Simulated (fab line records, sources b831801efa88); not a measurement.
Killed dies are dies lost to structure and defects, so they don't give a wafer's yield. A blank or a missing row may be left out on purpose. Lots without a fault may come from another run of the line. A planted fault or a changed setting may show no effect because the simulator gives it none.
fab line records | flow sky130
record lots=6 wafers=18 last_day=50
route steps=708 shown POLY_GATE@227 LDD_N@237 PAD_OPEN@708
lots that met no fault: from a run of the same line without faults
start_h: hours from the record's first day to the start of the lot's first wafer shown | wait_h: hours since the lot's step before | " the same as in the row above | L1.1+2: a row that stands for several wafers | - no value, or no start given | * or withheld: withheld | < > ~ a bound
route shown NAME@n: a module of which the file shows steps, and the number in the route of the first | usual: mean/standard deviation of fault-free wafers | same: alike in all rows | chamber/n: place in a boat | sites: the reading at each site | _std_site: their standard deviation | _edge_site: outer sites' mean less inner sites' | radius_mm: how far each site lies from the wafer's centre | mask NAME#n: copy n | behind: the tool/chamber that last shaped the wafer | hold: why the lot was held/for how many hours/how that ended | device: the transistor (n, p or np) that didn't switch | end of line: the same wafers' tests at the end of the route | a step without rows: its recipe alone | killed: dies lost to structure and defects at the first sort, not the wafer's yield | map: a wafer's dies, x killed, . not, _ none there
set.NAME: the setting as run; set.NAME@STEP: as run at that earlier step | model.NAME: the simulator's own value behind a step, which no gauge read
lots at some steps of the route; a table a step, a row a wafer
services: from which hour (start_h, from the record's first day; less than 0 if before it) a tool's chamber was out of use, for how many hours, and why
## steps
# step SKY_POLY_GATE_CD_MEAS_13
# recipe target_cd_nm=150
# usual cd_nm=149.7/1.5
# columns lot.wafer tool chamber start_h wait_h cd_nm
L305.1 cd_sem-02 - 424.37 - 147.3
L305.2 " - " " 148.0
L305.4 " - " " 147.6
L309.1 cd_sem-01 - 467.26 - 150.8
L309.2 " - " " 149.3
L309.4 " - " " 149.2
L312.3 cd_sem-02 - 487.15 - 150.1
L312.5 " - " " 149.3
L312.6 " - " " 149.4
L316.1 cd_sem-02 - 521.23 - 148.8
L316.2 " - " " 148.7
L316.5 " - " " 149.0
L317.1 cd_sem-02 - 530.12 - 148.3
L317.5 " - " " 148.9
L317.6 " - " " 148.3
L322.1 cd_sem-01 - 569.77 - 149.5
L322.3 " - " " 151.3
L322.6 " - " " 150.0
# step SKY_POLY_GATE_OVL_MEAS_14
# usual POLY_GATE_OVL=-3/4.6
# columns lot.wafer tool chamber start_h wait_h POLY_GATE_OVL[nm]
L305.1 overlay-02 - 424.49 0.1 -5
L305.2 " - " " -1
L305.4 " - " " -4
L309.1 overlay-02 - 467.40 0.1 0
L309.2 " - " " 2
L309.4 " - " " 6
L312.3 overlay-02 - 487.24 0.1 -5
L312.5 " - " " -5
L312.6 " - " " -3
L316.1 overlay-02 - 521.35 0.1 -3
L316.2 " - " " -6
L316.5 " - " " -2
L317.1 overlay-01 - 530.24 0.1 5
L317.5 " - " " -4
L317.6 " - " " 2
L322.1 overlay-01 - 569.89 0.1 -5
L322.3 " - " " -2
L322.6 " - " " -3
# step SKY_POLY_GATE_ETCH_15
# recipe chemistry=N2/H2 target=BARC ion_energy_ev=200 source_w=500 bias_w=100 pressure_mtorr=30 n2_flow_sccm=100 h2_flow_sccm=200 stop_on=SiO2 time_s=118.5 target_depth_a=1100
# usual drypump_motor_current_A=5.7/0.47 oes_product_au=0.717/0.0048 throttle_valve_pct=13.212/0.009
# columns lot.wafer tool chamber start_h wait_h drypump_motor_current_A oes_product_au rf_hours_counter_h throttle_valve_pct
L305.1 rie_diel-04 0 424.52 0.0 5.0 0.719 3 13.219
L305.2 " 3 " " 5.8 0.712 4 13.223
L305.4 " 1 " " 5.7 0.720 - 13.222
L309.1 rie_diel-01 3 467.44 0.0 5.9 0.724 5 13.212
L309.2 " 1 " " 5.6 0.718 55 13.200
L309.4 " 0 " " 6.1 0.712 0 13.210
L312.3 rie_diel-01 3 487.27 0.0 5.9 0.708 5 13.209
L312.5 " 3 " " 5.9 0.721 - 13.193
L312.6 " 0 " " 6.1 0.710 - 13.206
L316.1 rie_diel-04 0 521.39 0.0 4.9 0.718 4 13.214
L316.2 " 2 " " 6.0 0.705 4 13.218
L316.5 " 2 " " 6.0 0.716 - 13.221
L317.1 rie_diel-01 0 530.27 0.0 6.2 0.709 1 13.215
L317.5 " 2 " " 6.0 0.716 - 13.222
L317.6 " 3 " " 5.9 0.729 - 13.223
L322.1 rie_diel-04 1 569.92 0.0 5.7 0.715 7 13.234
L322.3 " 2 " " 6.0 0.729 5 13.230
L322.6 " 0 " " 5.0 0.720 - 13.219
# step SKY_POLY_GATE_ETCH_16
# recipe stop_on=poly-Si chemistry=CH3F/O2 target=Si3N4 source_w=400 bias_w=80 pressure_mtorr=25 ch3f_flow_sccm=40 O2_flow_sccm=30 time_s=147.5 target_depth_a=750
# usual drypump_motor_current_A=5.7/0.47 oes_product_au=0.639/0.0058 throttle_valve_pct=10.535/0.0082
# columns lot.wafer tool chamber start_h wait_h drypump_motor_current_A oes_product_au rf_hours_counter_h throttle_valve_pct
L305.1 rie_diel-04 0 424.61 0.0 4.9 0.644 3 10.541
L305.2 " 3 " " 5.8 0.635 4 10.539
L305.4 " 1 " " 5.7 0.642 - 10.517
L309.1 rie_diel-01 3 467.52 0.0 5.9 0.638 5 10.532
L309.2 " 1 " " 5.6 0.636 55 10.535
L309.4 " 0 " " 6.1 0.630 0 10.528
L312.3 rie_diel-01 3 487.35 0.0 5.9 0.625 5 10.529
L312.5 " 3 " " 5.9 0.633 - 10.522
L312.6 " 0 " " 6.1 0.636 - 10.521
L316.1 rie_diel-04 0 521.47 0.0 4.9 0.645 4 10.528
L316.2 " 2 " " 6.0 0.646 4 10.545
L316.5 " 2 " " 6.0 0.639 - 10.526
L317.1 rie_diel-01 0 530.36 0.0 6.1 0.642 1 10.527
L317.5 " 2 " " 5.9 0.646 - 10.556
L317.6 " 3 " " 5.9 0.639 - 10.549
L322.1 rie_diel-04 1 570.00 0.0 5.6 0.647 7 10.526
L322.3 " 2 " " 6.0 0.643 5 10.542
L322.6 " 0 " " 4.9 0.645 - 10.530
# step SKY_POLY_GATE_ETCH_17
# recipe target_depth_nm=180 stop_on=SiO2 over_etch_frac=0.56667 chemistry=HBr/Cl2 target=poly-Si icp_w=400 bias_w=100 pressure_mtorr=10 HBr_flow_sccm=150 Cl2_flow_sccm=50 time_s=70.5
# usual HBr_flow_sccm=150.0/0.43 drypump_motor_current_A=5.5/0.31 oes_product_au=0.987/0.0091 throttle_valve_pct=33.683/0.0092
# columns lot.wafer tool chamber start_h wait_h HBr_flow_sccm drypump_motor_current_A oes_product_au rf_hours_counter_h throttle_valve_pct
L305.1 rie_si-02 1 424.70 0.0 149.9 5.6 0.966 2 33.677
L305.2 " 0 " " 149.8 6.1 0.978 1 33.695
L305.4 " 3 " " 150.4 5.4 0.978 1 33.682
L309.1 rie_si-02 1 467.62 0.0 149.0 5.6 0.988 2 33.697
L309.2 " 3 " " 150.4 5.4 0.986 1 33.669
L309.4 " 2 " " 149.6 5.3 0.988 3 33.688
L312.3 rie_si-02 3 487.45 0.0 149.8 5.4 0.984 1 33.680
L312.5 " 2 " " 150.3 5.3 0.985 - 33.676
L312.6 " 1 " " 149.8 5.6 0.971 - 33.698
L316.1 rie_si-01 2 521.57 0.0 150.1 5.1 0.983 2 33.669
L316.2 " 3 " " 150.2 5.9 0.985 5 33.670
L316.5 " 2 " " 150.1 5.1 0.988 - 33.679
L317.1 rie_si-01 0 530.45 0.0 149.9 5.7 0.992 0 33.668
L317.5 " 3 " " 149.8 5.9 0.992 - 33.686
L317.6 " 2 " " 150.6 5.1 0.989 - 33.688
L322.1 rie_si-02 3 570.10 0.0 150.0 5.4 0.985 1 33.700
L322.3 " 1 " " 149.8 5.5 0.974 3 33.664
L322.6 " 2 " " 149.8 5.3 0.991 - 33.684
# step SKY_POLY_GATE_STRIP_18
# recipe chemistry=O2/N2 power_w=1400 pressure_mtorr=1500 platen_temp_c=withheld o2_flow_sccm=3000 n2_flow_sccm=300 overash_fraction=0.5
# usual drypump_motor_current_A=5.60/0.27 oes_product_au=0.361/0.0049 strip_time_to_endpoint_s=3.17/0.044
# columns lot.wafer tool chamber start_h wait_h drypump_motor_current_A oes_product_au rf_hours_counter_h strip_time_to_endpoint_s
L305.1 plasma_asher-03 1 424.76 0.0 5.72 0.359 58 3.17
L305.2 " 0 " " 5.28 0.366 58 3.17
L305.4 " 1 " " 5.72 0.362 - 3.12
L309.1 plasma_asher-03 1 467.67 0.0 5.78 0.363 62 3.16
L309.2 " 0 " " 5.25 0.361 62 3.20
L309.4 " 1 " " 5.78 0.363 - 3.16
L312.3 plasma_asher-04 1 487.54 0.1 5.94 0.355 - 3.18
L312.5 " 0 " " 5.64 0.363 - 3.10
L312.6 " 1 " " 5.91 0.357 - 3.21
L316.1 plasma_asher-03 0 521.62 0.0 5.28 0.360 68 3.14
L316.2 " 1 " " 5.78 0.364 68 3.15
L316.5 " 0 " " 5.30 0.362 - 3.17
L317.1 plasma_asher-03 0 530.51 0.0 5.25 0.361 69 3.17
L317.5 " 0 " " 5.26 0.351 - 3.13
L317.6 " 1 " " 5.77 0.373 - 3.18
L322.1 plasma_asher-02 0 570.16 0.0 5.76 0.366 85 3.14
L322.3 " 0 " " 5.77 0.361 - 3.21
L322.6 " 1 " " 5.24 0.355 - 3.08
# step SKY_POLY_GATE_CLEAN_19
# recipe chemistry=SC1/SC2 mix=1:4:20 temp_c=70 time_s=150 dry=n2_spin
# step SKY_POLY_GATE_OXIDATION_20
# recipe temp_c=850 ambient=O2 stabilise_s=600 purge_s=300 target_thk_a=40 ox_time_s=899
# step SKY_POLY_GATE_THK_MEAS_21
# recipe reads=SiO2_of_POLY_GATE_OXIDATION_20
# usual POLY_GATE_OXIDATION_THK=4.02/0.081
# columns lot.wafer tool chamber start_h wait_h POLY_GATE_OXIDATION_THK[nm]
L305.1 film_metro-04 - 426.16 0.0 3.96
L305.2 " - " " 3.88
L305.4 " - " " 3.96
L309.1 film_metro-04 - 470.07 0.0 3.98
L309.2 " - " " 4.08
L309.4 " - " " 4.00
L312.3 film_metro-03 - 488.93 0.0 3.85
L312.5 " - " " 4.01
L312.6 " - " " 3.94
L316.1 film_metro-01 - 523.02 0.0 4.06
L316.2 " - " " 4.01
L316.5 " - " " 4.04
L317.1 film_metro-03 - 531.91 0.0 4.18
L317.5 " - " " 4.16
L317.6 " - " " 4.22
L322.1 film_metro-04 - 571.56 0.0 3.93
L322.3 " - " " 3.93
L322.6 " - " " 3.91
# step SKY_POLY_GATE_CD_MEAS_22
# usual cd_nm=151/3.2
# columns lot.wafer tool chamber start_h wait_h cd_nm
L305.1 cd_sem-01 - 426.22 0.1 151
L305.2 " - " " 150
L305.4 " - " " 149
L309.1 cd_sem-01 - 470.13 0.1 154
L309.2 " - " " 153
L309.4 " - " " 148
L312.3 cd_sem-02 - 489.03 0.1 152
L312.5 " - " " 151
L312.6 " - " " 150
L316.1 cd_sem-02 - 523.08 0.1 146
L316.2 " - " " 153
L316.5 " - " " 149
L317.1 cd_sem-01 - 531.97 0.1 149
L317.5 " - " " 151
L317.6 " - " " 149
L322.1 cd_sem-01 - 571.62 0.1 155
L322.3 " - " " 157
L322.6 " - " " 149
# step SKY_LDD_N_DEHYDRATE_00
# recipe temp_c=200 time_s=60
# step SKY_LDD_N_HMDS_01
# recipe prime_time_s=60 prime_temp_c=120
# step SKY_LDD_N_COAT_02
# recipe resist=NOVOLAK spin_rpm=3000 resist_thk_nm=300
# columns lot.wafer tool chamber start_h wait_h model.NOVOLAK_of_LDD_N_COAT_02.thk_nm
L305.1 litho_track-04 0 441.07 0.1 301.1
L305.2 " 0 " " 301.2
L305.4 " 0 " " 301.3
L309.1 litho_track-01 0 484.83 0.1 305.5
L309.2 " 0 " " 305.3
L309.4 " 0 " " 305.2
L312.3 litho_track-01 0 503.93 0.1 305.6
L312.5 " 0 " " 305
L312.6 " 0 " " 305.1
L316.1 litho_track-04 0 538.47 0.1 300.4
L316.2 " 0 " " 299.5
L316.5 " 0 " " 300.6
L317.1 litho_track-03 0 547.28 0.1 301.1
L317.5 " 0 " " 300.8
L317.6 " 0 " " 300.6
L322.1 litho_track-01 0 586.38 0.1 301.7
L322.3 " 0 " " 301.6
L322.6 " 0 " " 301.5
# step SKY_LDD_N_SOFTBAKE_03
# recipe temp_c=90 time_s=60 resist=NOVOLAK
# step SKY_LDD_N_EXPOSE_04
# recipe mask_id=NTM target_cd_nm=840 na=0.6 source_shape=conventional sigma_outer=0.6 dose_mj=110
# step SKY_LDD_N_PEB_05
# recipe temp_c=withheld time_s=* resist=NOVOLAK
# step SKY_LDD_N_DEVELOP_06
# recipe develop_time_s=60 dev_temp_c=23
# usual developer_temp_C=22.99/0.11
# columns lot.wafer tool chamber start_h wait_h developer_temp_C model.NOVOLAK_of_LDD_N_COAT_02.thk_nm
L305.1 litho_track-01 0 457.13 0.1 22.90 300.7
L305.2 " 0 " " 23.03 300.8
L305.4 " 0 " " 23.18 300.9
L309.1 litho_track-04 0 500.57 0.1 22.90 305.1
L309.2 " 0 " " 22.94 304.9
L309.4 " 0 " " 23.01 304.8
L312.3 litho_track-04 0 519.27 0.1 22.77 305.2
L312.5 " 0 " " 22.87 304.6
L312.6 " 0 " " 22.89 304.7
L316.1 litho_track-04 0 553.72 0.1 23.08 300
L316.2 " 0 " " 23.06 299.1
L316.5 " 0 " " 23.02 300.2
L317.1 litho_track-01 0 562.88 0.1 23.05 300.7
L317.5 " 0 " " 23.11 300.4
L317.6 " 0 " " 23.19 300.2
L322.1 litho_track-04 0 602.72 0.1 23.04 301.3
L322.3 " 0 " " 22.89 301.2
L322.6 " 0 " " 22.91 301
# step SKY_LDD_N_OVL_MEAS_07
# usual LDD_N_OVL=0.3/1.4
# columns lot.wafer tool chamber start_h wait_h LDD_N_OVL[nm]
L305.1 overlay-02 - 457.28 0.1 0.7
L305.2 " - " " 0.5
L305.4 " - " " 1.2
L309.1 overlay-02 - 500.72 0.1 2.8
L309.2 " - " " 2.2
L309.4 " - " " 0.7
L312.3 overlay-02 - 519.38 0.1 1.0
L312.5 " - " " 0.9
L312.6 " - " " -0.1
L316.1 overlay-02 - 553.87 0.1 -0.7
L316.2 " - " " -1.6
L316.5 " - " " 0.1
L317.1 overlay-01 - 563.03 0.1 0.1
L317.5 " - " " 3.1
L317.6 " - " " 1.2
L322.1 overlay-01 - 602.87 0.1 -0.3
L322.3 " - " " -3.4
L322.6 " - " " -2.5
# step SKY_LDD_N_IMPLANT_08
# recipe species=As energy_kev=20 dose_cm2=7.5e+13 tilt_deg=withheld rotation_deg=23
# step SKY_LDD_N_IMPLANT_09
# recipe species=As energy_kev=19.71 dose_cm2=7.5e+13 tilt_deg=withheld rotation_deg=113
# step SKY_LDD_N_IMPLANT_10
# recipe species=As energy_kev=20 dose_cm2=7.5e+13 tilt_deg=withheld rotation_deg=203
# step SKY_LDD_N_IMPLANT_11
# recipe species=As energy_kev=20 dose_cm2=7.5e+13 tilt_deg=withheld rotation_deg=293
# step SKY_LDD_N_IMPLANT_12
# recipe species=BF2 energy_kev=50 dose_cm2=5e+12 tilt_deg=30 rotation_deg=0
# step SKY_LDD_N_IMPLANT_13
# recipe species=BF2 energy_kev=50 dose_cm2=5e+12 tilt_deg=30 rotation_deg=90
# step SKY_LDD_N_IMPLANT_14
# recipe species=BF2 energy_kev=49.63 dose_cm2=5e+12 tilt_deg=30 rotation_deg=180
# step SKY_LDD_N_IMPLANT_15
# recipe species=BF2 energy_kev=50 dose_cm2=5e+12 tilt_deg=30 rotation_deg=270
# step SKY_LDD_N_STRIP_16
# recipe chemistry=O2/N2 power_w=1400 pressure_mtorr=1500 platen_temp_c=withheld o2_flow_sccm=3000 n2_flow_sccm=300 overash_fraction=0.5
# usual drypump_motor_current_A=5.64/0.23 oes_product_au=0.407/0.0043 strip_time_to_endpoint_s=4.314/0.014
# columns lot.wafer tool chamber start_h wait_h drypump_motor_current_A oes_product_au rf_hours_counter_h strip_time_to_endpoint_s
L305.1 plasma_asher-01 1 458.52 0.1 5.45 0.403 35 4.328
L305.2 " 0 " " 5.59 0.407 35 4.330
L305.4 " 1 " " 5.46 0.412 - 4.322
L309.1 plasma_asher-04 1 501.95 0.1 5.93 0.409 7 4.389
L309.2 " 0 " " 5.66 0.410 7 4.383
L309.4 " 1 " " 5.93 0.408 - 4.369
L312.3 plasma_asher-03 0 520.64 0.1 5.25 0.411 - 4.367
L312.5 " 0 " " 5.26 0.413 - 4.381
L312.6 " 1 " " 5.78 0.413 - 4.390
L316.1 plasma_asher-04 1 555.10 0.1 5.96 0.413 12 4.333
L316.2 " 0 " " 5.65 0.409 12 4.305
L316.5 " 1 " " 5.96 0.402 - 4.318
L317.1 plasma_asher-03 0 564.26 0.1 5.26 0.406 72 4.329
L317.5 " 0 " " 5.28 0.412 - 4.314
L317.6 " 1 " " 5.79 0.413 - 4.316
L322.1 plasma_asher-04 0 604.10 0.1 5.64 0.406 17 4.324
L322.3 " 0 " " 5.65 0.406 - 4.327
L322.6 " 0 " " 5.66 0.409 - 4.334
# step SKY_LDD_N_TW_MEAS_17
# usual LDD_N_TW=2559/18
# columns lot.wafer tool chamber start_h wait_h LDD_N_TW
L305.1 film_metro-02 - 458.62 0.1 2535
L305.2 " - " " 2536
L305.4 " - " " 2533
L309.1 film_metro-02 - 502.05 0.1 2540
L309.2 " - " " 2531
L309.4 " - " " 2530
L312.3 film_metro-02 - 520.72 0.1 2551
L312.5 " - " " 2572
L312.6 " - " " 2563
L316.1 film_metro-03 - 555.20 0.1 2561
L316.2 " - " " 2560
L316.5 " - " " 2568
L317.1 film_metro-03 - 564.37 0.1 2577
L317.5 " - " " 2555
L317.6 " - " " 2566
L322.1 film_metro-04 - 604.20 0.1 2561
L322.3 " - " " 2553
L322.6 " - " " 2562
# step SKY_PAD_OPEN_PROBE_99
# usual killed_at_M0_to_M3=42/7.5 killed_at_M4_up=3.2/1.7 killed_at_contacts=24/5.1 killed_at_front_end=15/4.1 killed_at_other=0.3/0.58 killed_dies=85/8.9 killed_open=46/6.4 killed_short=39/6
# same gross_dies=492 killed_at_back_side=0
# columns lot.wafer tool chamber start_h wait_h killed_at_M0_to_M3 killed_at_M4_up killed_at_contacts killed_at_front_end killed_at_other killed_dies killed_open killed_short
L309.1 prober-02 - 1142.44 0.1 38 3 23 24 0 88 52 36
L309.2 prober-02 - 1142.49 0.1 46 8 25 16 0 95 52 43
L309.4 prober-02 - 1142.59 0.2 43 4 19 20 0 86 53 33
# killed by level:class
L309.1 VIA2:geometric_particle:open=11 CONTACT:geometric_particle:open=9 VIA1:geometric_particle:open=7 LI_CONTACT:geometric_particle:open=6 POLY_GATE:geometric_particle:short=5 FIELD_ISO:geometric_particle:open=4 POLY_GATE:geometric_particle:open=4 VIA2:geometric_particle:short=4
L309.2 VIA1:geometric_particle:open=18 CONTACT:geometric_particle:open=12 VIA2:geometric_particle:open=6 METAL4:geometric_particle:short=6 METAL2:geometric_particle:short=6 LI_CONTACT:geometric_particle:open=5 CONTACT:geometric_particle:short=5 POLY_GATE:geometric_particle:short=4
L309.4 VIA1:geometric_particle:open=12 CONTACT:geometric_particle:open=8 VIA2:geometric_particle:open=8 FIELD_ISO:geometric_particle:open=6 LI_CONTACT:geometric_particle:open=5 METAL3:geometric_particle:short=5 FIELD_ISO:geometric_particle:short=4 POLY_GATE:geometric_particle:open=4
## services
# columns tool chamber start_h hours kind
rie_diel-01 0 406.02 4.5 repair
rie_diel-04 0 411.59 6.0 repair
rie_diel-04 2 419.45 7.6 repair
rie_diel-01 0 420.25 16.6 repair
plasma_asher-04 - 421.25 9.0 pm
plasma_asher-04 0 421.25 9.0 vent_cycle
plasma_asher-04 1 421.25 9.0 vent_cycle
plasma_asher-04 - 432.81 1.9 repair
rie_diel-01 0 436.83 - clean
rie_diel-01 0 436.83 20.6 scheduled_down
rie_diel-01 0 436.83 20.6 vent_cycle
rie_diel-04 2 445.03 1.3 repair
plasma_asher-03 - 447.78 2.5 repair
rie_si-01 3 451.24 2.2 repair
rie_si-01 1 457.50 6.0 repair
rie_diel-01 2 475.62 - clean
rie_diel-01 2 475.62 22.1 scheduled_down
rie_diel-01 2 475.62 22.1 vent_cycle
rie_si-01 0 487.46 8.0 repair
rie_diel-01 - 514.44 2.8 pm
rie_diel-04 1 519.31 2.9 repair
rie_diel-04 2 550.29 3.6 repair
rie_diel-01 2 563.10 4.2 repair
rie_si-02 0 597.60 4.8 repair
## key
first_sign step=SKY_LDD_N_STRIP_16 reading=strip_time_to_endpoint_s direction=up sigmas=4.8 usual=* struck=*
effect none on later readings
model_effect step=SKY_LDD_N_COAT_02 value=NOVOLAK_of_LDD_N_COAT_02.thk_nm without=299.9 struck=305.3
model_effect step=SKY_LDD_N_DEVELOP_06 value=NOVOLAK_of_LDD_N_COAT_02.thk_nm without=299.5 struck=304.9
met_at SKY_LDD_N_COAT_02
struck_wafers L309.1,L309.2,L309.4,L312.3,L312.5,L312.6
tester_left_out L309,L312
fault kind=process_parameter_drift tool=litho_track-01 chamber=- onset_h=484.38 steps=SKY_LDD_N_COAT_02 channel=resist_thk_nm offset=5.3509 shape=step end_h=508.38 acts_in=these_recipes_only stated=300
# tester_left_out: of these lots the tester's yield and bins aren't shown, on N5 and GAA mostly nor the transistor test; their killed dies are dies lost to structure and defects alone, not to doping, threshold or leakage, so they don't give the yield
